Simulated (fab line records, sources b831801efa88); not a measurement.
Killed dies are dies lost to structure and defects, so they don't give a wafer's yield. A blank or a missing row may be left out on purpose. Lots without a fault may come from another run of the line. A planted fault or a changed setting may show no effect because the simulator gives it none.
Which tool did it? | flow gf180mcu | 7 lots, 21 wafers sampled, at 2 steps of a route of 602

WHAT THE GAUGES READ, wafer by wafer
GF_DNWELL_TW_MEAS_09.
lot  | measured    | on            | DNWELL_TW
L123 | day 3 00:59 | film_metro-04 | 1384 1380 1380
L125 | day 3 10:28 | film_metro-01 | 1331 1336 1341
L127 | day 3 22:31 | film_metro-04 | 1372 1369 1376
L129 | day 4 08:14 | film_metro-04 | 1353 1353 1355
L131 | day 4 19:19 | film_metro-02 | 1359 1363 1369
L133 | day 5 06:17 | film_metro-01 | 1329 1304 1334
L145 | day 7 20:12 | film_metro-01 | 1340 1335 1350

WHICH TOOL RAN EACH LOT (tool, then ch and the chambers of the sampled wafers, then the start)
lot  | GF_DNWELL_IMPLANT_07
L123 | implanter-03 ch 0, day 3 00:46
L125 | implanter-02 ch 0, day 3 10:13
L127 | implanter-01 ch 0, day 3 22:16
L129 | implanter-01 ch 0, day 4 08:01
L131 | implanter-01 ch 0, day 4 19:04
L133 | implanter-02 ch 0, day 5 06:03
L145 | implanter-01 ch 0, day 7 19:58
- GF_DNWELL_IMPLANT_07

THE ANSWER, worked out from the rows above alone
Rule: what is usual is taken from the lots themselves. Put in order of their means at a reading, lots are off if they are a third of the lots or fewer, leave a main group of 4 or more, and stand apart from it by a gap of 3 or more times the standard deviation of the main group's means; of several such gaps the widest counts. A main group whose means are all the same, to the digits that the tables above print for the reading, isn't used. A lot without any number at a reading at which 4 lots or more have one is off too. The other lots that the step has rows for count as sound.
No lot is off at any reading shown: from this, nothing can be told.

WHAT THE SIMULATOR HAD PUT IN
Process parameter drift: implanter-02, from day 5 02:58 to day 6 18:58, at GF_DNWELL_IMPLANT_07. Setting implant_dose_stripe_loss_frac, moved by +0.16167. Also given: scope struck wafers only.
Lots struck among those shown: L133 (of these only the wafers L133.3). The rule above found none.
